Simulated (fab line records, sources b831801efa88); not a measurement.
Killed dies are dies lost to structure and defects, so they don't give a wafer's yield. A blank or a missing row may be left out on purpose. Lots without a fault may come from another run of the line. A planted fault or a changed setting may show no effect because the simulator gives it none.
Which tool did it? | flow gf180mcu | 12 lots, 36 wafers sampled, at 6 steps of a route of 602

WHAT THE GAUGES READ, wafer by wafer
GF_STI_THK_MEAS_04. Usual: STI_CVD_03_THK 207.3 nm, standard deviation 2.
lot  | measured    | on            | STI_CVD_03_THK (nm) | flag
L681 | day 1 14:48 | film_metro-02 | 210.1 210.4 211.0   |
L683 | day 1 23:34 | film_metro-02 | 208.0 207.2 207.6   |
L684 | day 2 04:49 | film_metro-02 | 205.4 205.9 206.5   |
L687 | day 2 19:34 | film_metro-01 | 207.8 205.2 207.7   |
L688 | day 3 00:34 | film_metro-03 | 205.9 206.4 206.8   |
L692 | day 3 22:15 | film_metro-01 | 207.2 206.9 208.9   |
L693 | day 4 01:34 | film_metro-02 | 208.2 205.9 207.1   |
L695 | day 4 14:46 | film_metro-02 | 207.7 208.1 207.5   |
L697 | day 5 00:46 | film_metro-03 | 212.4 213.6 211.5   |
L700 | day 5 12:35 | film_metro-01 | 209.3 207.7 209.2   |
L702 | day 6 00:48 | film_metro-03 | 205.9 205.9 205.2   |
L704 | day 6 09:55 | film_metro-02 | 204.5 205.2 206.0   |

GF_HV_LDD_THK_MEAS_57. Usual: HV_LDD_CVD_56_THK 90.4 nm, standard deviation 0.76.
lot  | measured     | on            | HV_LDD_CVD_56_THK (nm) | flag
L681 | day 12 12:19 | film_metro-01 | 91.2 92.3 91.3         |
L683 | day 13 01:00 | film_metro-01 | 89.2 89.9 88.8         |
L684 | day 13 09:06 | film_metro-03 | 92.2 91.8 90.8         |
L687 | day 14 09:34 | film_metro-04 | 89.9 90.4 90.5         |
L688 | day 14 21:43 | film_metro-03 | 90.5 90.7 90.1         |
L692 | day 16 14:17 | film_metro-01 | 89.5 88.9 89.8         |
L693 | day 16 18:53 | film_metro-04 | 81.7 82.6 82.3         | OFF
L695 | day 17 05:22 | film_metro-04 | 81.7 81.1 82.0         | OFF
L697 | day 17 21:23 | film_metro-04 | 91.6 90.8 89.5         |
L700 | day 18 21:16 | film_metro-03 | 91.3 90.4 90.6         |
L702 | day 19 23:19 | film_metro-03 | 90.7 91.0 90.2         |
L704 | day 20 11:04 | film_metro-04 | 90.9 91.6 90.8         |

GF_V1_CD_MEAS_14: target cd 260 nm. Usual: cd_nm 260.1 nm, standard deviation 1.4.
lot  | measured     | on        | cd_nm (nm)        | flag
L681 | day 18 02:59 | cd_sem-02 | 259.3 259.5 259.8 |
L683 | day 18 17:02 | cd_sem-02 | 261.4 261.2 260.7 |
L684 | day 19 03:27 | cd_sem-02 | 260.6 259.8 259.4 |
L687 | day 20 06:28 | cd_sem-02 | 257.8 259.4 258.5 |
L688 | day 20 21:09 | cd_sem-02 | 261.7 261.9 262.5 |
L692 | day 22 16:15 | cd_sem-01 | 261.5 260.4 261.3 |
L693 | day 22 21:39 | cd_sem-02 | 259.6 259.8 258.5 |
L695 | day 23 07:35 | cd_sem-01 | 260.6 261.0 259.7 |
L697 | day 24 01:11 | cd_sem-01 | 258.4 258.1 257.8 |
L700 | day 24 21:28 | cd_sem-01 | 260.9 260.2 260.6 |
L702 | day 25 22:28 | cd_sem-01 | 258.6 258.8 258.9 |
L704 | day 26 08:07 | cd_sem-01 | 259.6 258.6 260.2 |

WHICH TOOL RAN EACH LOT (tool, then ch and the chambers of the sampled wafers, then the start)
lot  | GF_HV_LDD_CVD_56            | GF_HV_LDD_ETCHBACK_58              | GF_M1_SPUTTER_01
L681 | lpcvd-02 ch 0, day 12 10:53 | rie_diel-02 ch 0,1,2, day 12 12:22 | pvd_sputter-01, day 16 03:38
L683 | lpcvd-02 ch 0, day 12 23:34 | rie_diel-03 ch 0,1,2, day 13 01:04 | pvd_sputter-02, day 16 17:56
L684 | lpcvd-02 ch 0, day 13 07:40 | rie_diel-04 ch 1,2,3, day 13 09:10 | pvd_sputter-03, day 17 03:38
L687 | lpcvd-01 ch 1, day 14 07:25 | rie_diel-04 ch 0,1, day 14 09:37   | pvd_sputter-01, day 18 04:43
L688 | lpcvd-01 ch 1, day 14 20:17 | rie_diel-04 ch 0,3, day 14 21:46   | pvd_sputter-02, day 18 19:08
L692 | lpcvd-01 ch 0, day 16 12:50 | rie_diel-04 ch 0,1,2, day 16 14:20 | pvd_sputter-03, day 20 16:19
L693 | lpcvd-01 ch 0, day 16 17:26 | rie_diel-03 ch 0,1, day 16 18:56   | pvd_sputter-01, day 20 21:07
L695 | lpcvd-01 ch 0, day 17 03:56 | rie_diel-02 ch 1,2, day 17 05:26   | pvd_sputter-02, day 21 07:25
L697 | lpcvd-02 ch 1, day 17 19:56 | rie_diel-02 ch 0,3, day 17 21:26   | pvd_sputter-02, day 22 01:49
L700 | lpcvd-02 ch 0, day 18 19:49 | rie_diel-04 ch 0,1, day 18 21:18   | pvd_sputter-03, day 23 00:22
L702 | lpcvd-01 ch 0, day 19 21:52 | rie_diel-04 ch 0,2,3, day 19 23:22 | pvd_sputter-03, day 24 01:25
L704 | lpcvd-02 ch 1, day 20 09:37 | rie_diel-03 ch 0,2, day 20 11:06   | pvd_sputter-02, day 24 11:48
- GF_HV_LDD_CVD_56: deposits Si3N4 from DCS/NH3, target thk 90 nm, time 1543 s.
- GF_HV_LDD_ETCHBACK_58: etches Si3N4 in CH3F/O2, stops on SiO2, time 100 s, target depth 90 nm.
- GF_M1_SPUTTER_01: material TiN, target thk 30 nm, time 25 s.

WHAT THE TOOLS THEMSELVES READ (means of the sampled wafers that have a number; where no wafer has one, the mark that the record gives instead)
GF_HV_LDD_CVD_56. Usual: pressure_mtorr 249.9 mTorr, standard deviation 0.54; spike_tc_centre_C 771.1 C, standard deviation 1.1; susceptor_temp_C 770.05 C, standard deviation 0.28.
lot  | tool     | pressure_mtorr (mTorr) | spike_tc_centre_C (C) | susceptor_temp_C (C) | flag
L681 | lpcvd-02 | 249.5                  | 770.5                 | 770.21               |
L683 | lpcvd-02 | 250.7                  | 769.7                 | 770.13               |
L684 | lpcvd-02 | 249.8                  | 770.3                 | 769.94               |
L687 | lpcvd-01 | 250.4                  | 772.6                 | 769.97               |
L688 | lpcvd-01 | 250.5                  | 772.1                 | 770.30               |
L692 | lpcvd-01 | 250.2                  | 771.2                 | 769.86               |
L693 | lpcvd-01 | 250.0                  | 771.7                 | -                    | OFF
L695 | lpcvd-01 | 249.5                  | 771.1                 | -                    | OFF
L697 | lpcvd-02 | 249.8                  | 771.5                 | 769.96               |
L700 | lpcvd-02 | 249.5                  | 769.8                 | 769.66               |
L702 | lpcvd-01 | 249.3                  | 771.1                 | 770.19               |
L704 | lpcvd-02 | 249.8                  | 772.4                 | 770.34               |

GF_HV_LDD_ETCHBACK_58. Usual: ch3f_flow_sccm 40.02 sccm, standard deviation 0.12; drypump_motor_current_A 5.6 A, standard deviation 0.39; oes_product_au 0.846 a.u., standard deviation 0.0062; throttle_valve_pct 10.561 %, standard deviation 0.0094.
lot  | tool        | ch3f_flow_sccm (sccm) | drypump_motor_current_A (A) | oes_product_au (a.u.) | throttle_valve_pct (%) | flag
L681 | rie_diel-02 | 40.12                 | 5.3                         | 0.850                 | 10.562                 |
L683 | rie_diel-03 | 40.04                 | 5.5                         | 0.840                 | 10.565                 |
L684 | rie_diel-04 | 39.87                 | 5.6                         | 0.854                 | 10.559                 |
L687 | rie_diel-04 | 39.96                 | 5.4                         | 0.841                 | 10.561                 |
L688 | rie_diel-04 | 39.97                 | 5.4                         | 0.848                 | 10.558                 |
L692 | rie_diel-04 | 40.01                 | 5.5                         | 0.842                 | 10.561                 |
L693 | rie_diel-03 | 39.98                 | 5.6                         | 0.808                 | 10.558                 | OFF
L695 | rie_diel-02 | 39.90                 | 5.4                         | 0.803                 | 10.548                 | OFF
L697 | rie_diel-02 | 40.11                 | 5.5                         | 0.844                 | 10.557                 |
L700 | rie_diel-04 | 40.03                 | 5.4                         | 0.849                 | 10.563                 |
L702 | rie_diel-04 | 40.08                 | 5.6                         | 0.841                 | 10.559                 |
L704 | rie_diel-03 | 39.97                 | 5.8                         | 0.851                 | 10.562                 |

GF_M1_SPUTTER_01. Usual: throttle_valve_pct 30.1 %, standard deviation 1.3.
lot  | tool           | throttle_valve_pct (%) | flag
L681 | pvd_sputter-01 | 28.7                   |
L683 | pvd_sputter-02 | 30.1                   |
L684 | pvd_sputter-03 | 29.7                   |
L687 | pvd_sputter-01 | 28.8                   |
L688 | pvd_sputter-02 | 30.7                   |
L692 | pvd_sputter-03 | 29.6                   |
L693 | pvd_sputter-01 | 29.8                   |
L695 | pvd_sputter-02 | 31.3                   |
L697 | pvd_sputter-02 | 29.9                   |
L700 | pvd_sputter-03 | 30.4                   |
L702 | pvd_sputter-03 | 30.5                   |
L704 | pvd_sputter-02 | 30.9                   |

THE ANSWER, worked out from the rows above alone
Rule: a lot is off if the mean of its wafers that have a number lies more than 3 standard deviations from the usual mean. A lot without any number at a reading at which 4 lots or more have one is off too. The other lots that the step has rows for count as sound. The gauges are gone through in route order, then the tools' own readings, and for those a lot's mean is taken as printed above. The first step at which some lot is off is used, and at that step the reading that is off furthest; a lot without a number counts as furthest.
Off: L693, L695, at GF_HV_LDD_THK_MEAS_57 (HV_LDD_CVD_56_THK).
A tool fits if, at a process step before that reading, it ran every lot that is off, and no sound lot after the first of them. The gauges at GF_HV_LDD_THK_MEAS_57 aren't tried: what is off there is off at GF_HV_LDD_CVD_56 too, on other tools, and a gauge's error can't cause that. None of those tried fits.

WHAT THE SIMULATOR HAD PUT IN
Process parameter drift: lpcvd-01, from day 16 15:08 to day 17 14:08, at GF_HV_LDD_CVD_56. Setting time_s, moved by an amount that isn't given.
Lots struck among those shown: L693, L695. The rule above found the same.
